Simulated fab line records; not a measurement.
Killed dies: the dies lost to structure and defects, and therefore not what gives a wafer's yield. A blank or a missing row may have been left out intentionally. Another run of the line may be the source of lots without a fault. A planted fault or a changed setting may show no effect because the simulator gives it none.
Chamber matching || flow sky130 || SKY_LI_CONTACT_CMP_24 on cmp-02 has 4 sister chambers
The step polishes, stops on PSG, t overpolish 20 s, target thk 0 nm. 8 wafers are shown with their chamber, then 9 later ones without.

## WAFERS WITH THEIR CHAMBER
{"wafer": "L280.1", "chamber": 1, "motorCurrentA (A)": 11.0, "timeToEndpointS (s)": 99}
{"wafer": "L283.1", "chamber": 2, "motorCurrentA (A)": 12.3, "timeToEndpointS (s)": 97}
{"wafer": "L286.1", "chamber": 0, "motorCurrentA (A)": 10.0, "timeToEndpointS (s)": 93}
{"wafer": "L286.2", "chamber": 3, "motorCurrentA (A)": 13.2, "timeToEndpointS (s)": 100}
{"wafer": "L286.5", "chamber": 0, "motorCurrentA (A)": 9.9, "timeToEndpointS (s)": 92}
{"wafer": "L288.2", "chamber": 1, "motorCurrentA (A)": 10.6, "timeToEndpointS (s)": 98}
{"wafer": "L288.3", "chamber": 3, "motorCurrentA (A)": 14.0, "timeToEndpointS (s)": 93}
{"wafer": "L288.5", "chamber": 2, "motorCurrentA (A)": 13.0, "timeToEndpointS (s)": 89}

## WAFERS MISSING THEIR CHAMBER
{"wafer": "L289.1", "motorCurrentA (A)": 10.3, "timeToEndpointS (s)": 93}
{"wafer": "L289.2", "motorCurrentA (A)": 14.2, "timeToEndpointS (s)": 102}
{"wafer": "L289.3", "motorCurrentA (A)": 12.7, "timeToEndpointS (s)": 91}
{"wafer": "L291.1", "motorCurrentA (A)": 9.9, "timeToEndpointS (s)": 89}
{"wafer": "L291.2", "motorCurrentA (A)": 11.5, "timeToEndpointS (s)": 103}
{"wafer": "L291.4", "motorCurrentA (A)": 12.1, "timeToEndpointS (s)": 91}
{"wafer": "L297.1", "motorCurrentA (A)": 10.9, "timeToEndpointS (s)": 98}
{"wafer": "L297.3", "motorCurrentA (A)": 9.9, "timeToEndpointS (s)": 91}
{"wafer": "L297.5", "motorCurrentA (A)": 10.2, "timeToEndpointS (s)": 87}

## WHICH CHAMBER EACH WENT THROUGH
{"wafer": "L289.1", "from the rows above": "can't be placed: 0 or 1", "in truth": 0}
{"wafer": "L289.2", "from the rows above": 3, "in truth": 3}
{"wafer": "L289.3", "from the rows above": 2, "in truth": 2}
{"wafer": "L291.1", "from the rows above": 0, "in truth": 0}
{"wafer": "L291.2", "from the rows above": "can't be placed: 1 or 2", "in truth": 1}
{"wafer": "L291.4", "from the rows above": 2, "in truth": 2}
{"wafer": "L297.1", "from the rows above": 1, "in truth": 1}
{"wafer": "L297.3", "from the rows above": 0, "in truth": 0}
{"wafer": "L297.5", "from the rows above": "can't be placed: 0 or 1", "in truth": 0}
Placed correctly: 6 of 9. From these rows, 3 cannot be placed; in 3 the true chamber is one of the candidates. Wrongly placed: 0.
How it was worked out, from the rows above alone: a wafer's distance from a chamber is the root of the sum, over the readings, of the square of ((its reading less the chamber's mean) divided by the reading's scatter). If the next closest chamber is less than 2 further off than the closest, the wafer can't be placed; otherwise it belongs to the closest. For every chamber, the mean is computed from those of its wafers that are shown. The scatter: the root of (the sum of the squares of (reading less its chamber's mean) over the shown wafers, divided by (wafers less chambers)).
